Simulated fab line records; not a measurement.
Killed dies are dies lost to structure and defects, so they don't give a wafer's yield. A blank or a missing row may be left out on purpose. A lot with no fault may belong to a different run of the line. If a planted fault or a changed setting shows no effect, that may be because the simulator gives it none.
A lot that was struck, set against a sound lot	flow sky130	13 out of 708 route steps
Sound: the wafers L255.3, L255.4, L255.5. The struck wafers were L245.1, L245.5, L245.6. The cause is given at the end.
Per side, at each step with rows, come the tool, then ch with its chambers, and then its first start. Under that, the readings that differ: sound wafers	struck wafers	difference of the means	sigmas: that difference in standard deviations of wafers without a fault.
alike: a reading whose means differ by less than 2 such deviations, as well as words and numbers matching on both sides. not compared: withheld readings; readings where some wafer has no value; bounds like >300 that might hide an equal value; numbers whose values overlap and for which the record gives no deviation.
The two part at a step that has a row with sigmas, a row that says differs or no value, or rows on one side only. Non-overlapping numbers with no deviation appear without sigmas and do not part them. A reading that every wafer of one side lacks parts them only if that side has two wafers or more.

SKY_VIA3_CD_MEAS_12: target cd 200 nm.
  sound on cd sem-02 at day 45 18:23; struck on cd sem-02 at day 43 05:02
  alike: cd nm
SKY_VIA3_OVL_MEAS_13:
  sound on overlay-01 at day 45 18:29; struck on overlay-02 at day 43 05:10
  alike: VIA3_OVL
SKY_VIA3_ETCH_14: etches BARC in N2/H2, stops on SiO2, time 45.9 s, target depth 60 nm.
  sound on rie diel-01 ch 0,1,3, day 45 18:31; struck on rie diel-02 ch 1,2, day 43 05:11
  alike: drypump motor current A, oes product au, throttle valve pct
  not compared: rf hours counter h
SKY_VIA3_ETCH_15: etches SiO2 in C4F8/O2/Ar, stops on TiN, target depth 507 nm, time 78 s.
  sound on rie diel-01 ch 0,1,3, day 45 18:33; struck on rie diel-02 ch 1,2, day 43 05:14
  alike: oes product au
  not compared: rf hours counter h
SKY_VIA3_STRIP_16: strips in O2/N2.
  sound on plasma asher-03 ch 0,1, day 45 18:39; struck on plasma asher-02 ch 0,1, day 43 05:18
reading	sound	struck	difference	sigmas
drypump motor current A (A)	6.0 5.8 6.0	5.0 5.0 4.9	-1.0	-2
strip time to endpoint s (s)	4.127 4.139 4.093	4.180 4.186 4.145	+0.051	+2
  alike: oes product au
  not compared: rf hours counter h
then, 3 steps without rows for these wafers: SKY_VIA3_STRIP_17 (strips in post etch residue remover, time 1200 s); SKY_VIA3_CLEAN_18 (cleans in IPA, time 180 s); SKY_VIA3_CLEAN_19 (cleans in O3/DIW).
SKY_VIA3_SPUTTER_20: material TiN, target thk 20 nm, time 80 s.
  sound on pvd sputter-02 at day 45 19:12; struck on pvd sputter-01 at day 43 05:53
  alike: chamber pressure pa, throttle valve pct
SKY_VIA3_CVD_21: deposits W, target thk 390 nm, time 117.31 s.
  sound on cvd w-01 ch 0,1, day 45 19:19; struck on cvd w-01 ch 0,1, day 43 05:57
  alike: heater power w
SKY_VIA3_RS_MEAS_22: a four-point-probe measurement.
  sound on film metro-01 at day 45 19:26; struck on film metro-03 at day 43 06:04
  alike: VIA3_W_RS
SKY_VIA3_THK_MEAS_23: measures by xrf.
  sound on film metro-01 at day 45 19:32; struck on film metro-03 at day 43 06:11
  alike: VIA3_W_THK
SKY_VIA3_CMP_24: polishes, stops on SiO2, t overpolish 20 s, target thk 0 nm.
  sound on cmp-01 ch 0,2, day 45 19:37; struck on cmp-02 ch 0,1,3, day 43 06:24
  no value came back on the struck wafers for any of 5 readings (edge zone pressure frac, head pressure psi (psi) and others); on the sound wafers edge zone pressure frac reads 1.000 0.995 0.998
reading	sound	struck	difference	sigmas
model.W_of_VIA3_CVD_21.thk nm (nm)	0 0 0	399.8 393.9 396.4	+396.7	
model.SiO2_of_VIA3_HDPCVD_00.thk nm (nm)	460.9 461.6 460.7	465.6 467.1 466.6	+5.4	

== WHERE THEY PART ==
First at SKY_VIA3_STRIP_16; last, within this record, at SKY_VIA3_CMP_24.

WHY: whatever the simulator had introduced
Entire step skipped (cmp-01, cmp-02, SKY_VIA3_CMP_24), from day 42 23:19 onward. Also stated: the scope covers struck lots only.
